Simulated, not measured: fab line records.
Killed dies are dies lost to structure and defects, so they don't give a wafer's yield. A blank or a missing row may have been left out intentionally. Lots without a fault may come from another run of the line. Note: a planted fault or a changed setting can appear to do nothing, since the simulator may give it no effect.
Struck lot and sound lot, side by side | flow sky130 | 15 steps out of a route of 708
Sound: these wafers, L793.1, L793.2, L793.4. Wafers L806.1, L806.2, L806.5 were the ones struck. The cause is given at the end.
For every step that has rows: the tool of each side, followed by ch and its chambers, followed by its first start. Under that, the readings that differ: sound wafers | struck wafers | difference of the means | sigmas: that difference in standard deviations of wafers without a fault.
alike: a reading whose means differ by less than 2 such deviations, as well as words and numbers matching on both sides. not compared: withheld readings; readings where some wafer has no value; bounds like >300 that might hide an equal value; numbers whose values overlap and for which the record gives no deviation.
Wherever a step has rows on one side only, a row that says differs or no value, or a row with sigmas, the two part there. Numbers that don't overlap but have no deviation are shown without sigmas and don't part them. A reading that every wafer of one side lacks parts them only if that side has two wafers or more.

first, 4 steps without rows for these wafers: SKY_LDD_N_SOFTBAKE_03 (time 60 s); SKY_LDD_N_EXPOSE_04 (exposes mask NTM, target cd 840 nm); SKY_LDD_N_PEB_05; SKY_LDD_N_DEVELOP_06 (develop time 60 s).
SKY_LDD_N_OVL_MEAS_07:
  sound on overlay-02 at day 17 17:41; struck on overlay-01 at day 22 16:50
  alike: LDD_N_OVL
then, 7 steps without rows for these wafers: SKY_LDD_N_IMPLANT_08; SKY_LDD_N_IMPLANT_09; SKY_LDD_N_IMPLANT_10; SKY_LDD_N_IMPLANT_11; SKY_LDD_N_IMPLANT_12; SKY_LDD_N_IMPLANT_13; SKY_LDD_N_IMPLANT_14.
SKY_LDD_N_IMPLANT_15:
  sound on implanter-03 ch 0, day 17 18:47; struck on implanter-01 ch 0, day 22 17:55
  reading            | sound            | struck            | difference | sigmas
  beam_on_s (s)      | 9.83 10.20 10.04 | 13.22 13.70 13.48 | +3.44      | +18
  faraday_current_uA | 28.8 27.6 28.2   | 21.3 20.5 20.9    | -7.3       | -14
SKY_LDD_N_STRIP_16: strips in O2/N2.
  sound on plasma_asher-01 ch 0,1, day 17 18:56; struck on plasma_asher-01 ch 0,1, day 22 18:04
  alike: drypump_motor_current_A, oes_product_au, strip_time_to_endpoint_s
  not compared: rf_hours_counter_h
-- here the record skips 26 days between the struck wafers' starts before and after, leaving off in module LDD_N and picking up in module PAD_OPEN (first step shown: number 708 of the route) --
SKY_PAD_OPEN_PROBE_99:
  sound on prober-01 at day 45 18:53; struck on prober-02 at day 48 23:58
  alike: killed_at_M0_to_M3, killed_at_M4_up, killed_at_contacts, killed_at_front_end, killed_at_other, killed_dies, killed_open, killed_short
  not compared: model.etest.nfet_01v8_turned.vt_sat_v

WHERE THEY PART
Only at SKY_LDD_N_IMPLANT_15, within this record. Later steps at which nothing parts them and some readings are alike: SKY_LDD_N_STRIP_16, SKY_PAD_OPEN_PROBE_99.

WHY: whatever the simulator had introduced
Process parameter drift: implanter-01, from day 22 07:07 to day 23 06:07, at SKY_LDD_N_IMPLANT_15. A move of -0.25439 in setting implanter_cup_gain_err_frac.
